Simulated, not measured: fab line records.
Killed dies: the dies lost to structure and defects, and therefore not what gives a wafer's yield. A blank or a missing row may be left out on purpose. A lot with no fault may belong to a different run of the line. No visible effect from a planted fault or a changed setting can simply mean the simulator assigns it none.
Split-lot trial :: flow sfqLine :: on a route of 325 steps: 5 lots, 23 wafers read

== ON THE SPLIT ==
At SFQ_TRILAYER_M6_BARC_OPEN_METAL_ETCH_206 (etches BARC in O2, target depth 125 nm, time 41.7 s), the setting timeS was moved away from the recipe's 41.7 s on 6 of the 23 wafers read, by -8.1% to +12.3%. The other wafers ran this setting at the recipe's value.

Reading taken at the split's own step.

== THE READING ==
KrF_of_TRILAYER_M6_LITHO_COAT_159.thkNm (the simulator's own value, which no gauge read), in nm, at SFQ_TRILAYER_M6_BARC_OPEN_METAL_ETCH_206 (etches BARC in O2, target depth 125 nm, time 41.7 s). The file gives no usual value for it. The 17 wafers here that ran the recipe average 524.6 nm, standard deviation 2.5 nm.

wafer: L074.2
tool, chamber at the split: rieMetal-01, 0
timeS as run, s: 46.82
against the recipe: +12.3%
KrF_of_TRILAYER_M6_LITHO_COAT_159.thkNm, nm: 519.4
against lot-mates on the recipe: -6.1

wafer: L074.3
tool, chamber at the split: rieMetal-01, 0
timeS as run, s: 41.7
against the recipe: recipe
KrF_of_TRILAYER_M6_LITHO_COAT_159.thkNm, nm: 526.3
against lot-mates on the recipe: -

wafer: L074.4
tool, chamber at the split: rieMetal-01, 0
timeS as run, s: 41.7
against the recipe: recipe
KrF_of_TRILAYER_M6_LITHO_COAT_159.thkNm, nm: 525.7
against lot-mates on the recipe: -

wafer: L074.5
tool, chamber at the split: rieMetal-01, 0
timeS as run, s: 41.7
against the recipe: recipe
KrF_of_TRILAYER_M6_LITHO_COAT_159.thkNm, nm: 524.5
against lot-mates on the recipe: -

wafer: L074.6
tool, chamber at the split: rieMetal-01, 0
timeS as run, s: 46.82
against the recipe: +12.3%
KrF_of_TRILAYER_M6_LITHO_COAT_159.thkNm, nm: 518.3
against lot-mates on the recipe: -7.2

wafer: L076.1
tool, chamber at the split: rieMetal-03, 0
timeS as run, s: 38.32
against the recipe: -8.1%
KrF_of_TRILAYER_M6_LITHO_COAT_159.thkNm, nm: 527.3
against lot-mates on the recipe: +5.8

wafer: L076.2
tool, chamber at the split: rieMetal-03, 1
timeS as run, s: 41.7
against the recipe: recipe
KrF_of_TRILAYER_M6_LITHO_COAT_159.thkNm, nm: 522.3
against lot-mates on the recipe: -

wafer: L076.3
tool, chamber at the split: rieMetal-03, 0
timeS as run, s: 41.7
against the recipe: recipe
KrF_of_TRILAYER_M6_LITHO_COAT_159.thkNm, nm: 522.3
against lot-mates on the recipe: -

wafer: L076.5
tool, chamber at the split: rieMetal-03, 0
timeS as run, s: 38.32
against the recipe: -8.1%
KrF_of_TRILAYER_M6_LITHO_COAT_159.thkNm, nm: 527.3
against lot-mates on the recipe: +5.8

wafer: L076.6
tool, chamber at the split: rieMetal-03, 1
timeS as run, s: 41.7
against the recipe: recipe
KrF_of_TRILAYER_M6_LITHO_COAT_159.thkNm, nm: 520
against lot-mates on the recipe: -

wafer: L077.4
tool, chamber at the split: rieMetal-02, 0
timeS as run, s: 41.7
against the recipe: recipe
KrF_of_TRILAYER_M6_LITHO_COAT_159.thkNm, nm: 525.1
against lot-mates on the recipe: -

wafer: L077.5
tool, chamber at the split: rieMetal-02, 0
timeS as run, s: 41.7
against the recipe: recipe
KrF_of_TRILAYER_M6_LITHO_COAT_159.thkNm, nm: 525.2
against lot-mates on the recipe: -

wafer: L077.6
tool, chamber at the split: rieMetal-02, 1
timeS as run, s: 41.7
against the recipe: recipe
KrF_of_TRILAYER_M6_LITHO_COAT_159.thkNm, nm: 522.7
against lot-mates on the recipe: -

wafer: L078.1
tool, chamber at the split: rieMetal-03, 1
timeS as run, s: 41.7
against the recipe: recipe
KrF_of_TRILAYER_M6_LITHO_COAT_159.thkNm, nm: 527.3
against lot-mates on the recipe: -

wafer: L078.2
tool, chamber at the split: rieMetal-03, 0
timeS as run, s: 43.43
against the recipe: +4.1%
KrF_of_TRILAYER_M6_LITHO_COAT_159.thkNm, nm: 524.1
against lot-mates on the recipe: -4.4

wafer: L078.3
tool, chamber at the split: rieMetal-03, 0
timeS as run, s: 41.7
against the recipe: recipe
KrF_of_TRILAYER_M6_LITHO_COAT_159.thkNm, nm: 529.6
against lot-mates on the recipe: -

wafer: L078.5
tool, chamber at the split: rieMetal-03, 0
timeS as run, s: 41.7
against the recipe: recipe
KrF_of_TRILAYER_M6_LITHO_COAT_159.thkNm, nm: 528.5
against lot-mates on the recipe: -

wafer: L078.6
tool, chamber at the split: rieMetal-03, 1
timeS as run, s: 43.43
against the recipe: +4.1%
KrF_of_TRILAYER_M6_LITHO_COAT_159.thkNm, nm: 522.1
against lot-mates on the recipe: -6.4

wafer: L079.1
tool, chamber at the split: rieMetal-02, 1
timeS as run, s: 41.7
against the recipe: recipe
KrF_of_TRILAYER_M6_LITHO_COAT_159.thkNm, nm: 524.3
against lot-mates on the recipe: -

wafer: L079.2
tool, chamber at the split: rieMetal-02, 0
timeS as run, s: 41.7
against the recipe: recipe
KrF_of_TRILAYER_M6_LITHO_COAT_159.thkNm, nm: 525
against lot-mates on the recipe: -

wafer: L079.3
tool, chamber at the split: rieMetal-02, 1
timeS as run, s: 41.7
against the recipe: recipe
KrF_of_TRILAYER_M6_LITHO_COAT_159.thkNm, nm: 521.9
against lot-mates on the recipe: -

wafer: L079.4
tool, chamber at the split: rieMetal-02, 0
timeS as run, s: 41.7
against the recipe: recipe
KrF_of_TRILAYER_M6_LITHO_COAT_159.thkNm, nm: 526.6
against lot-mates on the recipe: -

wafer: L079.5
tool, chamber at the split: rieMetal-02, 1
timeS as run, s: 41.7
against the recipe: recipe
KrF_of_TRILAYER_M6_LITHO_COAT_159.thkNm, nm: 521.3
against lot-mates on the recipe: -

FIT RESULTS
A straight line over all 23 wafers: KrF_of_TRILAYER_M6_LITHO_COAT_159.thkNm changes by -0.42 nm for each +1% of timeS; r = -0.64; the points scatter about the line by 2.3 nm.
The same after taking each lot's own level away (the mean of its wafers on the recipe; 23 wafers): -0.642 nm for each +1%; r = -0.88; scatter 1.6 nm.
The reading moves by 7.9 nm for the largest change in timeS, on that fit.
From 521.53 to 528.47 nm: that is the span of the lots' own levels, equal to 2.7 times the standard deviation above.
So the lot-to-lot level blurs the effect unless lot-mates are compared.
Check: for one of the wafers moved furthest among these (+12.3%), held out of the fit, the line's prediction against its lot-mates is -8.91 nm. It came out at -6.1 nm against them.

== THE FILE'S OWN FIT ==
KrF_of_TRILAYER_M6_LITHO_COAT_159.thkNm changes by -0.645 nm for each +1% of timeS, r = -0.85.
